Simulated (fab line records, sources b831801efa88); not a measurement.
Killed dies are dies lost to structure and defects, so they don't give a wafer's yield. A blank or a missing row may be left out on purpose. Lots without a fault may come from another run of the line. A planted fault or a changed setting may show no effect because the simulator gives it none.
A struck lot beside a sound one | flow sky130 | 18 steps out of a route of 708
Sound: wafers L653.3, L653.4, L653.5. Struck: wafers L657.2, L657.6. (L657.4 of the same lot was not struck and is left out.) The cause comes at the end.
At each step with rows: each side's tool, then ch and its chambers, then its first start. Under that, the readings that differ: sound wafers | struck wafers | difference of the means | sigmas: that difference in standard deviations of wafers without a fault.
alike: readings whose means differ by less than 2 such deviations, and words and numbers that are the same on both sides. not compared: withheld readings, readings that some wafer has no value for, bounds like >300 that may hide the same value, and numbers for which the record gives no deviation and whose values overlap.
The two part at a step that has a row with sigmas, a row that says differs or no value, or rows on one side only. Numbers that don't overlap but have no deviation are shown without sigmas and don't part them. A reading that every wafer of one side lacks parts them only if that side has two wafers or more.

first, 3 steps without rows for these wafers: SKY_VIA3_EXPOSE_09 (exposes mask VIM3, target cd 200 nm); SKY_VIA3_PEB_10; SKY_VIA3_DEVELOP_11 (develop time 60 s).
SKY_VIA3_CD_MEAS_12: target cd 200 nm.
  sound on cd_sem-02, day 42 12:28; struck on cd_sem-01, day 43 15:08
  alike: cd_nm
SKY_VIA3_OVL_MEAS_13:
  sound on overlay-02, day 42 12:33; struck on overlay-01, day 43 15:15
  alike: VIA3_OVL
SKY_VIA3_ETCH_14: etches BARC in N2/H2, stops on SiO2, time 45.9 s, target depth 60 nm.
  sound on rie_diel-04 ch 0,1,3, day 42 12:35; struck on rie_diel-01 ch 2,3, day 43 15:17
  alike: drypump_motor_current_A, oes_product_au, throttle_valve_pct
  not compared: rf_hours_counter_h
SKY_VIA3_ETCH_15: etches SiO2 in C4F8/O2/Ar, stops on TiN, target depth 507 nm, time 78 s.
  sound on rie_diel-04 ch 0,1,3, day 42 12:37; struck on rie_diel-01 ch 2,3, day 43 15:19
  alike: oes_product_au
  not compared: rf_hours_counter_h
SKY_VIA3_STRIP_16: strips in O2/N2.
  sound on plasma_asher-02 ch 0,1, day 42 12:43; struck on plasma_asher-03 ch 0,1, day 43 15:23
  alike: drypump_motor_current_A, oes_product_au, strip_time_to_endpoint_s
  not compared: rf_hours_counter_h
then, 3 steps without rows for these wafers: SKY_VIA3_STRIP_17 (strips in post etch residue remover, time 1200 s); SKY_VIA3_CLEAN_18 (cleans in IPA, time 180 s); SKY_VIA3_CLEAN_19 (cleans in O3/DIW).
SKY_VIA3_SPUTTER_20: material TiN, target thk 20 nm, time 80 s.
  sound on pvd_sputter-03, day 42 13:20; struck on pvd_sputter-04, day 43 15:58
  alike: throttle_valve_pct
SKY_VIA3_CVD_21: deposits W, target thk 390 nm, time 117.31 s.
  sound on cvd_w-02 ch 0,1, day 42 13:26; struck on cvd_w-02 ch 0,1, day 43 16:02
  reading                            | sound             | struck    | difference | sigmas
  model.W_of_VIA3_CVD_21.thk_nm (nm) | 391.1 391.1 392.5 | 255 255.6 | -136       |
  alike: heater_power_w
SKY_VIA3_RS_MEAS_22: measures by four-point-probe.
  sound on film_metro-04, day 42 13:33; struck on film_metro-01, day 43 16:10
  reading            | sound             | struck      | difference | sigmas
  VIA3_W_RS (ohm/sq) | 0.293 0.293 0.293 | 0.451 0.450 | +0.158     | +38
SKY_VIA3_THK_MEAS_23: measures by xrf.
  sound on film_metro-04, day 42 13:39; struck on film_metro-01, day 43 16:17
  reading         | sound       | struck  | difference | sigmas
  VIA3_W_THK (nm) | 395 397 397 | 256 257 | -140       | -20
SKY_VIA3_CMP_24: polishes, stops on SiO2, t overpolish 20 s, target thk 0 nm.
  sound on cmp-01 ch 1,2,3, day 42 13:47; struck on cmp-01 ch 1,2, day 43 16:20
  reading                | sound    | struck | difference | sigmas
  time_to_endpoint_s (s) | 94 93 92 | 61 58  | -34        | -9
  alike: motor_current_A
SKY_METAL4_SPUTTER_00: material Ti, target thk 15 nm, time 10 s.
  sound on pvd_sputter-02, day 42 13:59; struck on pvd_sputter-02, day 43 16:38
  alike: throttle_valve_pct
SKY_PAD_OPEN_PROBE_99:
  the record has rows for the sound wafers here (prober-02, day 48 06:06) and none for the struck ones

WHERE THEY PART
First at SKY_VIA3_RS_MEAS_22; last, within this record, at SKY_PAD_OPEN_PROBE_99.

WHY: what the simulator had put in
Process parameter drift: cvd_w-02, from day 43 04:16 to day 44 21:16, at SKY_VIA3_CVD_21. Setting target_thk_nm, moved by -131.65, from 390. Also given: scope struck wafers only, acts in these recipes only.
